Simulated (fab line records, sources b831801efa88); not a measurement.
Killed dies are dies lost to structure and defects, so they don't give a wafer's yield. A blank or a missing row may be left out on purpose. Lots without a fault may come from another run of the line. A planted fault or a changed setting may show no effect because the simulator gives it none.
Which tool did it? | flow sky130 | 11 lots, 32 wafers sampled, at 6 steps of a route of 708

WHAT THE GAUGES READ, wafer by wafer
SKY_VIA1_RS_MEAS_22: measures by four-point-probe. Usual: VIA1_W_RS 0.425 ohm/sq, standard deviation 0.0081.
lot  | measured     | on            | VIA1_W_RS (ohm/sq) | flag
L858 | day 34 02:46 | film_metro-01 | 0.427 0.426 0.422  |
L859 | day 34 21:26 | film_metro-04 | 0.429 0.426 0.411  |
L861 | day 34 23:48 | film_metro-03 | 0.411 0.427 0.408  |
L863 | day 35 21:35 | film_metro-01 | 0.424 0.411 0.413  |
L865 | day 36 18:31 | film_metro-04 | 0.439 0.436 0.427  |
L864 | day 36 21:15 | film_metro-03 | 0.430 0.423 0.432  |
L869 | day 37 15:29 | film_metro-04 | 0.424 0.428        |
L870 | day 38 04:26 | film_metro-01 | 0.430 0.427 0.427  |
L875 | day 39 20:08 | film_metro-01 | 0.428 0.419 0.421  |
L876 | day 40 07:30 | film_metro-01 | 0.428 0.407 0.407  |
L881 | day 41 02:02 | film_metro-01 | 0.409 0.428 0.409  |

SKY_VIA4_RS_MEAS_19: measures by four-point-probe. Usual: VIA4_W_RS 0.225 ohm/sq, standard deviation 0.0044.
lot  | measured     | on            | VIA4_W_RS (ohm/sq) | flag
L858 | day 42 22:08 | film_metro-03 | 0.217 0.226 0.217  |
L859 | day 43 17:47 | film_metro-02 | 0.226 0.219 0.226  |
L861 | day 43 18:04 | film_metro-03 | 0.225 0.228 0.227  |
L863 | day 44 12:26 | film_metro-01 | 0.227 0.226 0.231  |
L865 | day 45 06:09 | film_metro-02 | 0.219 0.219 0.224  |
L864 | day 45 08:57 | film_metro-02 | 0.227 0.231 0.228  |
L869 | day 46 01:37 | film_metro-02 | 0.227 0.129        | OFF
L870 | day 46 12:19 | film_metro-02 | 0.225 0.229 0.130  | OFF
L875 | day 47 19:35 | film_metro-02 | 0.216 0.223 0.225  |
L876 | day 48 04:40 | film_metro-03 | 0.216 0.226 0.218  |
L881 | day 48 17:45 | film_metro-02 | 0.217 0.225 0.220  |

SKY_VIA4_THK_MEAS_20: measures by xrf. Usual: VIA4_W_THK 497 nm, standard deviation 9.5.
lot  | measured     | on            | VIA4_W_THK (nm) | flag
L858 | day 42 22:14 | film_metro-03 | 518 498 519     |
L859 | day 43 17:54 | film_metro-02 | 490 508 493     |
L861 | day 43 18:11 | film_metro-03 | 498 494 496     |
L863 | day 44 12:33 | film_metro-01 | 502 499 491     |
L865 | day 45 06:14 | film_metro-02 | 510 508 498     |
L864 | day 45 09:04 | film_metro-02 | 488 482 485     |
L869 | day 46 01:43 | film_metro-02 | 492 851         | OFF
L870 | day 46 12:26 | film_metro-02 | 497 487 843     | OFF
L875 | day 47 19:42 | film_metro-02 | 518 500 498     |
L876 | day 48 04:46 | film_metro-03 | 524 501 518     |
L881 | day 48 17:52 | film_metro-02 | 513 495 507     |

WHICH TOOL RAN EACH LOT (tool, then ch and the chambers of the sampled wafers, then the start)
lot  | SKY_METAL1_SPUTTER_04        | SKY_METAL1_DESCUM_17              | SKY_VIA4_CVD_18
L858 | pvd_sputter-02, day 31 17:35 | rie_metal-02 ch 0,1, day 32 20:45 | cvd_w-01 ch 0,1, day 42 21:58
L859 | pvd_sputter-02, day 32 12:43 | rie_metal-03 ch 0,1, day 33 16:05 | cvd_w-01 ch 0,1, day 43 17:37
L861 | pvd_sputter-02, day 32 16:01 | rie_metal-04 ch 0,1, day 33 18:32 | cvd_w-02 ch 0,1, day 43 17:55
L863 | pvd_sputter-04, day 33 14:18 | rie_metal-03 ch 0,1, day 34 16:29 | cvd_w-02 ch 1, day 44 12:10
L865 | pvd_sputter-02, day 34 10:07 | rie_metal-02 ch 0,1, day 35 13:26 | cvd_w-01 ch 0,1, day 45 05:59
L864 | pvd_sputter-04, day 34 13:59 | rie_metal-04 ch 0,1, day 35 16:53 | cvd_w-02 ch 0,1, day 45 08:48
L869 | pvd_sputter-04, day 35 08:29 | rie_metal-04 ch 0,1, day 36 10:50 | cvd_w-02 ch 0, day 46 01:28
L870 | pvd_sputter-02, day 35 20:49 | rie_metal-02 ch 0,1, day 36 23:34 | cvd_w-02 ch 0,1, day 46 12:10
L875 | pvd_sputter-04, day 37 15:42 | rie_metal-02 ch 0,1, day 38 17:14 | cvd_w-01 ch 0,1, day 47 19:26
L876 | pvd_sputter-04, day 38 03:07 | rie_metal-04 ch 0,1, day 39 04:39 | cvd_w-01 ch 0,1, day 48 04:31
L881 | pvd_sputter-04, day 38 21:00 | rie_metal-03 ch 0,1, day 39 22:23 | cvd_w-01 ch 0,1, day 48 17:36
- SKY_METAL1_SPUTTER_04: material TiN, target thk 70 nm, time 58.3 s.
- SKY_METAL1_DESCUM_17: chemistry O2, time 8 s.
- SKY_VIA4_CVD_18: deposits W, target thk 505 nm, time 152.14 s.

WHAT THE TOOLS THEMSELVES READ (means of the sampled wafers that have a number; where no wafer has one, the mark that the record gives instead)
SKY_METAL1_SPUTTER_04. Usual: throttle_valve_pct 30.2 %, standard deviation 0.9.
lot  | tool           | throttle_valve_pct (%) | flag
L858 | pvd_sputter-02 | 29.7                   |
L859 | pvd_sputter-02 | 31.0                   |
L861 | pvd_sputter-02 | 30.3                   |
L863 | pvd_sputter-04 | 29.8                   |
L865 | pvd_sputter-02 | 29.9                   |
L864 | pvd_sputter-04 | 30.1                   |
L869 | pvd_sputter-04 | 30.6                   |
L870 | pvd_sputter-02 | 30.0                   |
L875 | pvd_sputter-04 | 30.2                   |
L876 | pvd_sputter-04 | 30.0                   |
L881 | pvd_sputter-04 | 30.0                   |

SKY_METAL1_DESCUM_17. Usual: drypump_motor_current_A 5.7 A, standard deviation 0.35; oes_product_au 1.002 a.u., standard deviation 0.0083.
lot  | tool         | drypump_motor_current_A (A) | oes_product_au (a.u.) | flag
L858 | rie_metal-02 | 5.3                         | 1.004                 |
L859 | rie_metal-03 | 6.0                         | 1.006                 |
L861 | rie_metal-04 | 5.6                         | 0.995                 |
L863 | rie_metal-03 | 6.0                         | 1.008                 |
L865 | rie_metal-02 | 5.7                         | 1.002                 |
L864 | rie_metal-04 | 5.6                         | 0.989                 |
L869 | rie_metal-04 | 5.6                         | 1.007                 |
L870 | rie_metal-02 | 5.3                         | 1.001                 |
L875 | rie_metal-02 | 5.3                         | 1.014                 |
L876 | rie_metal-04 | 5.6                         | 0.994                 |
L881 | rie_metal-03 | 6.0                         | 1.006                 |

SKY_VIA4_CVD_18. Usual: heater_power_w 848 W, standard deviation 63.
lot  | tool     | heater_power_w (W) | flag
L858 | cvd_w-01 | 841                |
L859 | cvd_w-01 | 883                |
L861 | cvd_w-02 | 854                |
L863 | cvd_w-02 | 904                |
L865 | cvd_w-01 | 846                |
L864 | cvd_w-02 | 808                |
L869 | cvd_w-02 | 774                |
L870 | cvd_w-02 | 852                |
L875 | cvd_w-01 | 870                |
L876 | cvd_w-01 | 858                |
L881 | cvd_w-01 | 850                |

THE ANSWER, worked out from the rows above alone
Rule: a lot is off if the mean of its wafers that have a number lies more than 3 standard deviations from the usual mean. A lot without any number at a reading at which 4 lots or more have one is off too. The other lots that the step has rows for count as sound. The gauges are gone through in route order, then the tools' own readings, and for those a lot's mean is taken as printed above. The first step at which some lot is off is used, and at that step the reading that is off furthest; a lot without a number counts as furthest.
Off: L869, L870, at SKY_VIA4_RS_MEAS_19 (VIA4_W_RS).
A tool fits if, at a process step before that reading, it ran every lot that is off, and no sound lot after the first of them. The gauges at SKY_VIA4_RS_MEAS_19 are tried like those tools. One fits: cvd_w-02 at SKY_VIA4_CVD_18. Its last sound lot is L864 (day 45 08:48), its first lot that is off L869 (day 46 01:28): a fault that began between those two fits.

WHAT THE SIMULATOR HAD PUT IN
Process parameter drift: cvd_w-02, from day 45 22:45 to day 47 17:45, at SKY_VIA4_CVD_18. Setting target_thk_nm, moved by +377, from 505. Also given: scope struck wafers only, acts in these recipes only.
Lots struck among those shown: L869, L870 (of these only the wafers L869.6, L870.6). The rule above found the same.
